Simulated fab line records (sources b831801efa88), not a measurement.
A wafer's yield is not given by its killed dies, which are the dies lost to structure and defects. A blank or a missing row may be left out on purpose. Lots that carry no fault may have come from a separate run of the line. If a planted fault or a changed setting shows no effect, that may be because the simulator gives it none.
A sampling plan put to the test + flow sky130 + each of the 26 faults these records tell of, on one fab line, judged from the records of the lots it struck
The line's own looks make up the plan; these are the steps of the route where a gauge or inspection reads the wafer and leaves it unchanged. A look can be judged if struck wafers have a number there and the file gives its usual mean and standard deviation on fault-free wafers. Caught: the struck wafers' mean, at a look after the fault's first step, is 4 or more of those standard deviations (sigma) away from the usual mean. On the tool: the test repeated on the tool's own readings taken at the fault's steps. Caught also covers a different recipe on the struck wafers, or a record left blank for those wafers only.

== THE FAULTS, as the simulator had put them in ==
1. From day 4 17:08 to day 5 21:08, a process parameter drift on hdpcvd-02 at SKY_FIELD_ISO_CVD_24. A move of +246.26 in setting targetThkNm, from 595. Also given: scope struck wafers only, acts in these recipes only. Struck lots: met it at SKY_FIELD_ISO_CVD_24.
2. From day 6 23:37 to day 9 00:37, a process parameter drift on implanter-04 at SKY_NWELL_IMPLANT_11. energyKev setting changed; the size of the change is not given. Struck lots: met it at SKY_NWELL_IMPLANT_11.
3. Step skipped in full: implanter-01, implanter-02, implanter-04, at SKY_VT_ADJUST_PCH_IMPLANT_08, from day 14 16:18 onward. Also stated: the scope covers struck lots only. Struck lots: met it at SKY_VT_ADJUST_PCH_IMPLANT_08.
4. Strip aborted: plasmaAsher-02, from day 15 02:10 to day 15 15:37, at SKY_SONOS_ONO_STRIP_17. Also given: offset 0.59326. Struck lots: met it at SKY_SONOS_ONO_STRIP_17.
5. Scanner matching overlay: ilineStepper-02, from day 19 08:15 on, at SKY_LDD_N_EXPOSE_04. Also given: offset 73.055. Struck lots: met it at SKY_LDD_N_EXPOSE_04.
6. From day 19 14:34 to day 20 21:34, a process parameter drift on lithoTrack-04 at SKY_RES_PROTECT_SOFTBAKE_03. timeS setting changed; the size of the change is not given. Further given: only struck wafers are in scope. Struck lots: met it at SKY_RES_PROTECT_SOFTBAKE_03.
7. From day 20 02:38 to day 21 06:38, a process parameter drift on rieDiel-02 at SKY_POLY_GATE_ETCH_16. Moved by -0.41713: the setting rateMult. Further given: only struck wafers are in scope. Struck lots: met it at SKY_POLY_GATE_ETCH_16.
8. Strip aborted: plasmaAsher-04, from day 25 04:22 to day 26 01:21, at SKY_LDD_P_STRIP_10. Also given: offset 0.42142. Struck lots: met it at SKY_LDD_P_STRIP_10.
9. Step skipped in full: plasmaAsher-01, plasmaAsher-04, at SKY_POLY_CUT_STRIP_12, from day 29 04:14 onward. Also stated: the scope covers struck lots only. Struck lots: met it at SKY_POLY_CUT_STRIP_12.
10. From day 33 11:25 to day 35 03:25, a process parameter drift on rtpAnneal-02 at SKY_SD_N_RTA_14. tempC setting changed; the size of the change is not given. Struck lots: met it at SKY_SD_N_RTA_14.
11. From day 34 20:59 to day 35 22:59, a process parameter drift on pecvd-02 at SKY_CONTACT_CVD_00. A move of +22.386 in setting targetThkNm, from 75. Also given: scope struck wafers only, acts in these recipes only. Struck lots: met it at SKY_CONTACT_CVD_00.
12. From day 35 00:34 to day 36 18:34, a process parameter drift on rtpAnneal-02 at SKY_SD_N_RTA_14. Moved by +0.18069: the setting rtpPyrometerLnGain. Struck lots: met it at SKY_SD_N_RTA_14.
13. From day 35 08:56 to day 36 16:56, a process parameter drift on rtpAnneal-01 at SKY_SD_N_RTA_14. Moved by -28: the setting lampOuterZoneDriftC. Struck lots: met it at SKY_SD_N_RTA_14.
14. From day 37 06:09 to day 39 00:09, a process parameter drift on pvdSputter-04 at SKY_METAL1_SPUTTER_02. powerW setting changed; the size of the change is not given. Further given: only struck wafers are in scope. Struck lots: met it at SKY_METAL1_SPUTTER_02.
15. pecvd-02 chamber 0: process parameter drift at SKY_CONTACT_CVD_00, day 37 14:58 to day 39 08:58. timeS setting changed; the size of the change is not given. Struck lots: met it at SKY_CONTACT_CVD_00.
16. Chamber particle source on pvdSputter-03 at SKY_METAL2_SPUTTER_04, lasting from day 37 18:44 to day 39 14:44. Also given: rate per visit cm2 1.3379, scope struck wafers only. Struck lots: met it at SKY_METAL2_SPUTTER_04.
17. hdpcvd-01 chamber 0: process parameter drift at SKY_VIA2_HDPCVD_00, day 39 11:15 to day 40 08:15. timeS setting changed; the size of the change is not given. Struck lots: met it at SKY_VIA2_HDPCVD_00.
18. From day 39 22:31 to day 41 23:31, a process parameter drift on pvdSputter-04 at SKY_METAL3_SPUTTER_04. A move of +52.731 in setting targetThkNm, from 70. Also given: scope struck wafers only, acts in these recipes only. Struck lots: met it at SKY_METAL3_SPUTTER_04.
19. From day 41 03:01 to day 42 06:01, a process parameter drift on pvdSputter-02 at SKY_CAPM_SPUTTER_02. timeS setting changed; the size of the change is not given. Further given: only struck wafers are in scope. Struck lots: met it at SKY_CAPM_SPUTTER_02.
20. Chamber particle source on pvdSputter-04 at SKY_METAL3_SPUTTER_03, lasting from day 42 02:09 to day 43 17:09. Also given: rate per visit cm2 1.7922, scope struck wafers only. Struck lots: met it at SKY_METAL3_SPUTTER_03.
21. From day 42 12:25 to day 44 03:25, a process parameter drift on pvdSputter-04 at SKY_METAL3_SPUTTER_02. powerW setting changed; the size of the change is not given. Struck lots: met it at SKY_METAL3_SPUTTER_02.
22. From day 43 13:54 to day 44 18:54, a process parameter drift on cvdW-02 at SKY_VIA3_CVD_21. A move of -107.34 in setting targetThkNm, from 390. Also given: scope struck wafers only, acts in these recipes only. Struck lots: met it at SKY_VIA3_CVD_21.
23. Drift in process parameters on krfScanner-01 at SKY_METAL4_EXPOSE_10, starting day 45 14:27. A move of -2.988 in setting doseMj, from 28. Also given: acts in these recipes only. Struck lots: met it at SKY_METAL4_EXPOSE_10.
24. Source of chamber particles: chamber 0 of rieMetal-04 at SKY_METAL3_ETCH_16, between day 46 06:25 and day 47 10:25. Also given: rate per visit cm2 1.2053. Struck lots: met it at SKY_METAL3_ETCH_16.
25. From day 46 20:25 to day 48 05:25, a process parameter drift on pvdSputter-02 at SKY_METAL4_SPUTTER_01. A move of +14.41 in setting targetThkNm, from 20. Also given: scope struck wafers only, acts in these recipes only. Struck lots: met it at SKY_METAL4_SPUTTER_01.
26. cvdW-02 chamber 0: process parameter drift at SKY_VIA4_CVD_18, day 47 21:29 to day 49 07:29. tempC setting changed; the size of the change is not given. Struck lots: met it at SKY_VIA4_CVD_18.

== WHAT THE PLAN SAW ==
| fault | on the tool itself                               | first look that catches it                      | reading, sigma                 | median hours from its first step to that look | hours from the fault's start to the first struck lot there | judged looks passed uncaught |
|-------|--------------------------------------------------|-------------------------------------------------|--------------------------------|-----------------------------------------------|------------------------------------------------------------|------------------------------|
| 1     | no reading that can be judged                    | SKY_FIELD_ISO_THK_MEAS_25                       | FIELD_ISO_CVD_24_THK +37       | 0.1                                           | 4                                                          | 0                            |
| 2     | beamEnergyKeV -99 or beyond sigma                | SKY_NWELL_RS_MEAS_29                            | NWELL_RS +27                   | 22.7                                          | 40                                                         | 1                            |
| 3     | the tool's record is blank for the struck wafers | SKY_VT_ADJUST_PCH_TW_MEAS_10                    | VT_ADJUST_PCH_TW -99 or beyond | 0.2                                           | 6                                                          | 0                            |
| 4     | oesProductAu +47 sigma                           | no look after it can be judged                  | -                              | -                                             | -                                                          | 0                            |
| 5     | under 2 sigma                                    | SKY_LDD_N_OVL_MEAS_07                           | LDD_N_OVL +61                  | 16.1                                          | 22                                                         | 0                            |
| 6     | heaterPowerTotalW +99 or beyond sigma            | no look after it can be judged                  | -                              | -                                             | -                                                          | 0                            |
| 7     | under 2 sigma                                    | no look after it can be judged                  | -                              | -                                             | -                                                          | 0                            |
| 8     | oesProductAu +51 sigma                           | SKY_LDD_HVN_TW_MEAS_10                          | LDD_HVN_TW -96                 | 29.5                                          | 50                                                         | 0                            |
| 9     | the tool's record is blank for the struck wafers | no look after it can be judged                  | -                              | -                                             | -                                                          | 0                            |
| 10    | wafer_temp_C_max +7.4 sigma                      | SKY_SD_N_RS_MEAS_16                             | SD_N_RS -16                    | 0.2                                           | 8                                                          | 0                            |
| 11    | under 2 sigma                                    | SKY_CONTACT_THK_MEAS_01                         | CONTACT_CVD_00_THK +22         | 0.0                                           | 3                                                          | 0                            |
| 12    | lampPowerPct -14 sigma                           | SKY_SD_N_RS_MEAS_16                             | SD_N_RS +24                    | 0.2                                           | 12                                                         | 0                            |
| 13    | under 2 sigma                                    | SKY_SD_N_RS_MEAS_16                             | SD_N_RS +21                    | 0.2                                           | 6                                                          | 0                            |
| 14    | cathodeDcPowerW +99 or beyond sigma              | SKY_METAL1_RS_MEAS_05                           | METAL1_ALCU_RS -14             | 0.1                                           | 9                                                          | 0                            |
| 15    | under 2 sigma                                    | SKY_CONTACT_THK_MEAS_01                         | CONTACT_CVD_00_THK -13         | 0.0                                           | 13                                                         | 0                            |
| 16    | under 2 sigma                                    | no look after it can be judged                  | -                              | -                                             | -                                                          | 0                            |
| 17    | runLengthS +99 or beyond sigma                   | SKY_VIA2_THK_MEAS_01                            | VIA2_HDPCVD_THK +51            | 0.1                                           | 10                                                         | 0                            |
| 18    | under 2 sigma                                    | none of the 2 looks that can be judged after it | -                              | -                                             | -                                                          | 2                            |
| 19    | under 2 sigma                                    | SKY_CAPM_RS_MEAS_03                             | CAPM_TIN_RS -7.3               | 0.1                                           | 19                                                         | 0                            |
| 20    | under 2 sigma                                    | none of the 2 looks that can be judged after it | -                              | -                                             | -                                                          | 2                            |
| 21    | cathodeDcPowerW -99 or beyond sigma              | no look after it can be judged                  | -                              | -                                             | -                                                          | 0                            |
| 22    | under 2 sigma                                    | SKY_VIA3_RS_MEAS_22                             | VIA3_W_RS +28                  | 0.1                                           | 4                                                          | 0                            |
| 23    | exposureDoseMJCm2 -92 sigma                      | SKY_METAL4_CD_MEAS_13                           | cdNm +12                       | 10.9                                          | 17                                                         | 0                            |
| 24    | only faintly: oesProductAu -2.0 sigma            | no look after it can be judged                  | -                              | -                                             | -                                                          | 0                            |
| 25    | under 2 sigma                                    | no look after it can be judged                  | -                              | -                                             | -                                                          | 0                            |
| 26    | susceptorTempC +60 sigma                         | SKY_VIA4_RS_MEAS_19                             | VIA4_W_RS -17                  | 0.1                                           | 1                                                          | 0                            |
A dash: the fault isn't caught, or these records don't give the number.

Caught at a look: 16 of 26. Caught on the tool: 13 of 26. By one or the other: 20 of 26.
Caught on the tool alone: faults 4, 6, 9, 21.
Caught at a look alone: faults 1, 5, 11, 13, 15, 19, 22.
Caught by neither: faults 7, 16, 18, 20, 24, 25.

== THINNER SAMPLING ==
If the look that catches a fault measured only every second or every third lot, by lot number, the first struck lot would be measured this late in the worst case:
| fault | struck lots at that look, in order of time | every lot | every second lot | every third lot |
|-------|--------------------------------------------|-----------|------------------|-----------------|
| 1     | L260, L262                                 | 4 h       | may miss all 2   | may miss all 2  |
| 2     | L802, L803, L804                           | 40 h      | 47 h             | 51 h            |
| 3     | L616, L617, L618                           | 6 h       | 15 h             | 20 h            |
| 5     | L931, L933, L937, L938                     | 22 h      | 85 h             | 85 h            |
| 8     | L258                                       | 50 h      | may miss it      | may miss it     |
| 10    | L817, L819                                 | 8 h       | may miss all 2   | may miss all 2  |
| 11    | L659, L661                                 | 3 h       | may miss all 2   | may miss all 2  |
| 12    | L701, L702                                 | 12 h      | 20 h             | may miss all 2  |
| 13    | L488, L491                                 | 6 h       | 22 h             | may miss all 2  |
| 14    | L183, L186                                 | 9 h       | 42 h             | may miss all 2  |
| 15    | L948, L950                                 | 13 h      | may miss all 2   | may miss all 2  |
| 17    | L624, L625                                 | 10 h      | 14 h             | may miss all 2  |
| 19    | L223                                       | 19 h      | may miss it      | may miss it     |
| 22    | L413, L414, L416                           | 4 h       | 7 h              | may miss all 3  |
| 23    | L658, L659                                 | 17 h      | 19 h             | may miss all 2  |
| 26    | L996, L101                                 | 1 h       | 28 h             | may miss all 2  |
Hours are from the fault's start to the first struck lot that is measured. 4 sigma limit: tested on the pooled struck wafers, so a lone lot may be under it. Other struck lots may not be in these records.

== THE LONGEST TIMED WAY FROM STEP TO LOOK ==
For fault 8, SKY_LDD_P_STRIP_10 and SKY_LDD_HVN_TW_MEAS_10 are separated by a median of 29.5 hours. No look between them can be judged.
